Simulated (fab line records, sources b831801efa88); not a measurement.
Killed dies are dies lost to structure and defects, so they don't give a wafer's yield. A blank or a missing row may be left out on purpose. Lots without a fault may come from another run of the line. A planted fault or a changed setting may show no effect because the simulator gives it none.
Problem report in the 8D (eight disciplines) form, filled by code | flow gf180mcu | the parts of the form that need people (team, actions taken, sign-off) are left out

1. THE PROBLEM
HV_LDD_3_TW at GF_HV_LDD_TW_MEAS_38 reads a mean of 1506 on 6 wafers of 2 lots; wafers without a fault read 1448 with a standard deviation of 8.9. That is +6.5 standard deviations from the usual mean.
First seen on wafer L846.1, day 15 23:29, on film_metro-02. The record holds 33 wafers of 11 lots with a number at this step. Rule for "out", or "out of limits": more than 4 standard deviations from the usual mean. The other wafers with a number count as sound.

2. WHAT IT IS AND WHAT IT IS NOT
question                    | is                           | is not
which readings at this step | HV_LDD_3_TW                  | -
which lots                  | L846, L848                   | L833, L835, L837, L839, L843, L851, L852, L855, L856
which wafers of those lots  | all that have a number       | -
read on which gauges        | film_metro-02, film_metro-04 | film_metro-03
when                        | from day 15 23:29            | up to then (15 sound wafers); but 12 sound wafers of L851, L852, L855, L856 came after

3. SUSPECTS, AND WHAT RULES EACH OUT
Counting: a tool at a process step up to the reading stays a suspect if it ran every lot that is out and no sound lot after the first of them.
- the gauge at GF_HV_LDD_TW_MEAS_38: ruled out. The wafers that are out were read on 2 gauges (film_metro-02, film_metro-04).
- implanter-03 at GF_HV_LDD_IMPLANT_34: kept. It ran every lot that is out, first L846 (day 15 22:56), and no sound lot after that; its last sound lot up to then is L843 (day 14 23:29). Its own readings are out on those wafers: dose_ions_cm2, faraday_current_uA.
Left after counting: implanter-03 at GF_HV_LDD_IMPLANT_34.

4. THE CAUSE (what the simulator had put in)
Process parameter drift: implanter-03, from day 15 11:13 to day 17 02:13, at GF_HV_LDD_IMPLANT_34. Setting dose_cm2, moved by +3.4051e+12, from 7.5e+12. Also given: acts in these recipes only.
Counting left only this tool.

5. THE CHAIN OF EFFECTS, in route order
Each row: a reading whose mean over the struck wafers that have a number lies more than 3 standard deviations from the usual. Only readings for which the record gives a usual standard deviation are gone through. hours: the time from each lot's start at the first step in this table that gives one to its start at this step, as a median over the lots. sigmas: the change in usual standard deviations.
hours | step                 | reading            | usual        | on struck wafers | change   | sigmas
0     | GF_HV_LDD_IMPLANT_34 | dose_ions_cm2      | 7.5e+12      | 1.1e+13          | +3.4e+12 | +99 or more
0     | GF_HV_LDD_IMPLANT_34 | faraday_current_uA | 42.2         | 62.0             | +19.8    | +22
1     | GF_HV_LDD_TW_MEAS_38 | HV_LDD_3_TW        | 1448         | 1506             | +58      | +6.5
23    | GF_HV_LDD_RS_MEAS_53 | HV_LDD_RS          | 417.3 ohm/sq | 409.1            | -8.2     | -9.1
The process steps in it:
- GF_HV_LDD_IMPLANT_34
Later measuring or inspecting steps at which every struck wafer that the step has a row for has a number for every such reading, and none has moved that far: GF_HV_LDD_THK_MEAS_55.

6. WHAT WOULD HAVE CAUGHT IT SOONER
In this record the first reading out of limits at a measuring or inspecting step was taken at day 15 23:29, 12 hours after the fault began at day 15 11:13.
The tool's own readings at GF_HV_LDD_IMPLANT_34 were out on every struck wafer that the step has a row for (dose_ions_cm2, faraday_current_uA): an alarm limit on them would have fired on the first of those.
Of the lots that are out (2), L848 began GF_HV_LDD_IMPLANT_34 on implanter-03 after day 15 23:29. A hold on the tool at that time would have spared it.
